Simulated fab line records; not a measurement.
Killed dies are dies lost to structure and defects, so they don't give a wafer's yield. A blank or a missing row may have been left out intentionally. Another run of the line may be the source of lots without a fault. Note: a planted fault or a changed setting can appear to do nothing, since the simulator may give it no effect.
Chamber matching ; flow sky130 ; SKY_VIA3_CMP_24 on cmp-02 has 4 sister chambers
The step polishes, stops on SiO2, t overpolish 20 s, target thk 0 nm. 4 wafers are shown with their chamber, then 7 later ones without.

== EACH WAFER AND ITS CHAMBER ==
wafer;chamber;motor_current_A (A)
L781.6;1;10.5
L784.6;0;10.8
L786.1;3;13.1
L786.2;2;13.3

== WAFERS WHOSE CHAMBER IS MISSING ==
wafer;motor_current_A (A)
L786.3;10.8
L787.1;10.9
L787.5;11.8
L787.6;11.2
L794.2;12.3
L794.4;12.2
L794.5;12.6

== EACH ONE'S CHAMBER ==
wafer;from the rows above;in truth
L786.3;can't be placed: 0 or 1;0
L787.1;can't be placed: 0 or 1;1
L787.5;can't be placed: 0 or 3 or 1 or 2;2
L787.6;can't be placed: 0 or 1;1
L794.2;can't be placed: 3 or 2 or 0 or 1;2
L794.4;can't be placed: 3 or 2 or 0 or 1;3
L794.5;can't be placed: 3 or 2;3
0 of 7 placed correctly. From these rows, 7 cannot be placed; in 7 the true chamber is one of the candidates. Number placed wrongly: 0.
How it was worked out, from the rows above alone: a wafer's distance from a chamber is the root of the sum, over the readings, of the square of ((its reading less the chamber's mean) divided by the reading's scatter). The wafer belongs to the nearest chamber; if the next one is less than 2 further off, it can't be placed. Each chamber's mean is taken over the wafers shown for it. The scatter: with one shown wafer a chamber, the root of the mean of the squares of how far each hidden wafer lies from its nearest shown one.
